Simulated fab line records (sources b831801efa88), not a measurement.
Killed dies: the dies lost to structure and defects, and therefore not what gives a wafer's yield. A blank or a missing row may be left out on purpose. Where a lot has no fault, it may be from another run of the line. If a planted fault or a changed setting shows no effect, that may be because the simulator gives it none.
A struck lot beside a sound one | flow gf180mcu | 15 steps out of a route of 602
Sound: wafers L498.3, L498.4, L498.6. Struck: wafer L489.5; the same lot's L489.4 was not struck, so it is left out; see the end for the cause.
Each step with rows lists, per side, the tool, then ch with its chambers, then its first start. Under that, the readings that differ: sound wafers | struck wafers | difference of the means | sigmas: that difference in standard deviations of wafers without a fault.
alike: words and numbers the same on both sides, and readings whose means are apart by under 2 such deviations; not compared: readings that were withheld, readings missing a value for some wafer, numbers with overlapping values and no deviation given by the record, and bounds like >300 which may hide the same value.
Wherever a step has rows on one side only, a row that says differs or no value, or a row with sigmas, the two part there. When numbers do not overlap yet have no deviation, they are printed without sigmas and do not part them. A reading that every wafer of one side lacks parts them only if that side has two wafers or more.

GF_V5_THK_MEAS_25: measures by xrf.
  sound on film_metro-04 at day 33 11:51; struck on film_metro-01 at day 31 03:06
  alike: V5_W_THK
GF_V5_CMP_26: polishes, stops on SiO2, t overpolish 15 s, target thk 0 nm.
  sound on cmp-02 ch 2,3, day 33 11:53; struck on cmp-02 ch 3, day 31 03:11
  reading              | sound                | struck | difference | sigmas
  overpolish_run_s (s) | 15.003 14.985 14.999 | 15.016 | +0.020     | +2
  alike: edge_zone_pressure_frac, motor_current_A, slurry_filter_dp_kPa, time_to_endpoint_s
GF_TOP_METAL_SPUTTER_00: material Ti, target thk 37.5 nm, time 150 s.
  sound on pvd_sputter-03 at day 33 12:11; struck on pvd_sputter-01 at day 31 03:26
  alike: throttle_valve_pct
then, 1 step without rows for these wafers: GF_TOP_METAL_SPUTTER_01 (material TiN, target thk 30 nm, time 25 s).
GF_TOP_METAL_SPUTTER_02: material AlCu, target thk 900 nm, time 47.82 s.
  sound on pvd_sputter-03 at day 33 12:19; struck on pvd_sputter-01 at day 31 03:34
  alike: throttle_valve_pct
GF_TOP_METAL_SPUTTER_03: material Ti, target thk 5 nm, time 3.3 s.
  sound on pvd_sputter-03 at day 33 12:22; struck on pvd_sputter-01 at day 31 03:37
  alike: throttle_valve_pct
GF_TOP_METAL_SPUTTER_04: material TiN, target thk 25 nm, time 20.8 s.
  sound on pvd_sputter-03 at day 33 12:23; struck on pvd_sputter-01 at day 31 03:38
  alike: throttle_valve_pct
GF_TOP_METAL_RS_MEAS_05: the measuring method here is four-point-probe.
  sound on film_metro-04 at day 33 12:27; struck on film_metro-04 at day 31 03:43
  alike: TOP_METAL_ALCU_RS
GF_TOP_METAL_THK_MEAS_06: measures by xrf.
  sound on film_metro-04 at day 33 12:33; struck on film_metro-04 at day 31 03:48
  alike: TOP_METAL_ALCU_THK
then, 3 steps without rows for these wafers: GF_TOP_METAL_DEHYDRATE_07 (time 60 s); GF_TOP_METAL_HMDS_08 (prime time 60 s); GF_TOP_METAL_COAT_09 (resist thk 1500 nm).
GF_TOP_METAL_SOFTBAKE_10: time 60 s.
  sound on litho_track-02 ch 0, day 33 20:16; struck on litho_track-01 ch 0, day 31 12:04
  reading                  | sound             | struck | difference | sigmas
  heater_power_total_W (W) | 56.63 56.60 56.59 | 60.10  | +3.49      | +83
  run_length_s (s)         | 89.54 89.44 89.45 | 79.56  | -9.92      | -41
then, 1 step without rows for these wafers: GF_TOP_METAL_EXPOSE_11 (exposes mask MetalTop, target cd 440 nm).
GF_PASSIVATION_PROBE_99:
  the record has rows for the struck wafers here (prober-02, day 32 16:11) and none for the sound ones

== WHERE THEY PART ==
Last at GF_PASSIVATION_PROBE_99 as far as this record goes, first at GF_V5_CMP_26.

WHY: what the simulator had put in
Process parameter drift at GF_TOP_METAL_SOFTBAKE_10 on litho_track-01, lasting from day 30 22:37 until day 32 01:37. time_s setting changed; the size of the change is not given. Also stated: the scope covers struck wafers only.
